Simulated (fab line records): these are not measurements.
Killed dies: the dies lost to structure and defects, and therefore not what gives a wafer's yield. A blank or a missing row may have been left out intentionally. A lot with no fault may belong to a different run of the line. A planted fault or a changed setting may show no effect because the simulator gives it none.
A lot that was struck, set against a sound lot || flow sfq-line || 14 steps out of a route of 325
Sound: these wafers, L578.1, L578.4, L578.5. Struck: wafer L589.6. (L589.4 of the same lot was not struck and is left out.) The cause comes at the end.
Per side, at each step with rows, come the tool, then ch with its chambers, and then its first start. Under that, the readings that differ: sound wafers || struck wafers || difference of the means || sigmas: that difference in standard deviations of wafers without a fault.
alike: a reading whose means differ by less than 2 such deviations, as well as words and numbers matching on both sides. not compared: withheld readings; readings where some wafer has no value; bounds like >300 that might hide an equal value; numbers whose values overlap and for which the record gives no deviation.
The two part at a step that has a row with sigmas, a row that says differs or no value, or rows on one side only. Non-overlapping numbers with no deviation appear without sigmas and do not part them. A reading missing from all wafers of one side parts the sides only when that side holds two or more wafers.

first, 2 steps without rows for these wafers: SFQ_TRILAYER_I6_VIA_STRIP_SOLV_CLEAN_174 (cleans in NMP, time 600 s); SFQ_TRILAYER_M7_DEP_PRE_CLEAN_176 (time 22.5 s).
SFQ_TRILAYER_M7_DEP_SPUTTER_175: material Nb, target thk 200 nm, time 133.3 s.
  sound: pvd-sputter-05 at day 69 06:23; struck: pvd-sputter-03 at day 76 04:23
{"reading": "throttle-valve-pct (%)", "sound": "32.1 30.7 30.9", "struck": 28.5, "difference": -2.7, "sigmas": -2}
  alike: cathode-dc-power-W, substrate-temp-c
SFQ_M7_RS_MEAS_943: the measuring method here is four-point-probe.
  sound: film-metro-01 at day 69 06:28; struck: film-metro-01 at day 76 04:32
  alike: M7_NB_RS
then, 6 steps without rows for these wafers: SFQ_TRILAYER_M7_LITHO_COAT_182 (resist thk 62 nm); SFQ_TRILAYER_M7_LITHO_COAT_177 (resist thk 600 nm); SFQ_TRILAYER_M7_LITHO_SOFTBAKE_181; SFQ_TRILAYER_M7_LITHO_EXPOSE_178 (exposes mask M7, target cd 500 nm); SFQ_TRILAYER_M7_LITHO_PEB_180 (peb time 60 s); SFQ_TRILAYER_M7_LITHO_DEVELOP_179 (time 60 s).
SFQ_M7_OVL_MEAS_945:
  sound: overlay-02 at day 69 12:02; struck: overlay-02 at day 76 06:55
  alike: M7_OVL
SFQ_TRILAYER_M7_BARC_OPEN_METAL_ETCH_229: etches BARC in O2, target depth 125 nm, time 41.7 s.
  sound on rie-metal-03 ch 0,1, day 69 12:04; struck on rie-metal-03 ch 0, day 76 06:57
{"reading": "model.KrF_of_TRILAYER_M7_LITHO_COAT_177.thk-nm (nm)", "sound": "522.4 524 525", "struck": 493.3, "difference": -30.5, "sigmas": ""}
  alike: drypump-motor-current-A, oes-product-au, rf-fwd-power-W
  not compared: rf-hours-counter-h
SFQ_TRILAYER_M7_ETCH_METAL_ETCH_180: etches Nb in Cl2/Ar, stops on SiO2, target depth 240 nm, time 120 s.
  sound on rie-metal-03 ch 0,1, day 69 12:07; struck on rie-metal-03 ch 0, day 76 07:02
{"reading": "model.KrF_of_TRILAYER_M7_LITHO_COAT_177.thk-nm (nm)", "sound": "376.8 388.4 388.1", "struck": 350.2, "difference": -34.2, "sigmas": ""}
  alike: drypump-motor-current-A, oes-product-au, rf-fwd-power-W
  not compared: rf-hours-counter-h
SFQ_TRILAYER_M7_STRIP_STRIP_181: strips in O2.
  sound on rie-metal-03 ch 0,1, day 69 12:15; struck on rie-metal-03 ch 0, day 76 07:19
  alike: drypump-motor-current-A, oes-product-au
  not compared: rf-hours-counter-h

== WHERE THEY PART ==
Only at SFQ_TRILAYER_M7_DEP_SPUTTER_175, as far as this record shows. Later steps at which nothing parts them and some readings are alike: SFQ_M7_RS_MEAS_943, SFQ_M7_OVL_MEAS_945, SFQ_TRILAYER_M7_BARC_OPEN_METAL_ETCH_229, SFQ_TRILAYER_M7_ETCH_METAL_ETCH_180, SFQ_TRILAYER_M7_STRIP_STRIP_181.

WHY: what the simulator had put in
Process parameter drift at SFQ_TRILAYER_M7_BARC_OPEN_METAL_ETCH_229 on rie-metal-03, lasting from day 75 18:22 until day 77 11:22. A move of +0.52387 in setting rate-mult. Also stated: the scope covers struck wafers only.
